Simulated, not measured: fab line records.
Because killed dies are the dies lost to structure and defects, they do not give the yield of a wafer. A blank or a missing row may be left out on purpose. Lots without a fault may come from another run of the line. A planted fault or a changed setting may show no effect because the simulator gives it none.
One fault seen from 2 desks | flow gf180mcu | numbers are kept per desk, each desk with only its own; the story behind them comes last

== FOR THE TOOL OWNER'S DESK: rieSi-01 ==
The tool's own readings at GF_STI_ETCH_14 (etches Si in HBr/Cl2/O2, target depth 360 nm, time 102.9 s): means of the sampled wafers that have a number, for each lot that ran on this tool. Marked OUT: a lot whose mean sits more than 4 standard deviations from the usual mean, which makes it out of limits; the brackets give that distance.
Columns: A = drypumpMotorCurrentA at GF_STI_ETCH_14, usual 5.7 A; B = oesProductAu at GF_STI_ETCH_14, usual 0.997 a.u.; C = runLengthS at GF_STI_ETCH_14, usual 131.3 s; D = throttleValvePct at GF_STI_ETCH_14, usual 25.660 %
lot  | first seen here | A   | B     | C                | D
L973 | day 2 11:23     | 5.8 | 1.001 | 131.2            | 25.656
L975 | day 2 23:37     | 6.3 | 1.005 | 130.9            | 25.656
L980 | day 4 01:31     | 6.5 | 0.993 | 125.8 (-10) OUT  | 25.668
L984 | day 4 21:01     | 6.4 | 1.004 | 127.6 (-6.8) OUT | 25.667
This desk's finding: out of limits on L980, L984; first on L980, day 4 01:31 (runLengthS at GF_STI_ETCH_14). Within limits: L973, L975.

== THE METROLOGY DESK ==
What the gauges read, lot by lot, whatever tool the lot ran on: means of the sampled wafers that have a number. Marked OUT: a lot whose mean sits more than 4 standard deviations from the usual mean, which makes it out of limits; the brackets give that distance.
Columns: A = STI_OXIDATION_THK at GF_STI_THK_MEAS_02, usual 9.92 nm; B = STI_CVD_03_THK at GF_STI_THK_MEAS_04, usual 207.7 nm; C = cdNm at GF_STI_CD_MEAS_12, usual 220.2 nm
lot  | first seen here | A     | B     | C
L973 | day 1 21:38     | 9.89  | 211.2 | 219.9
L975 | day 2 07:43     | 9.70  | 207.9 | 220.3
L979 | day 3 05:31     | 9.78  | 209.1 | 219.7
L980 | day 3 09:51     | 9.95  | 205.8 | 219.3
L984 | day 4 04:35     | 9.88  | 206.0 | 222.0
L994 | day 6 10:27     | 10.07 | 206.0 | 220.8
This desk's verdict: no lot among the 6 shows anything out of limits.

== TAKEN TOGETHER ==
An alarm could have come from the tool owner's desk at day 4 01:31, on L980, L984.
Metrology desk: nothing out of limits seen.
The metrology desk has L980, L984 on record, within its limits.
Of the lots named, all ran GF_STI_ETCH_14 on rieSi-01.

== WHAT THE SIMULATOR PUT IN ==
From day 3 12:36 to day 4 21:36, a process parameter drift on rieSi-01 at GF_STI_ETCH_14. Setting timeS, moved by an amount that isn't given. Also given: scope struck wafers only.
Struck lots among those shown: L980, L984.
Delay in hours, fault start to first out-of-limits reading, by desk: the tool owner's desk at 13.
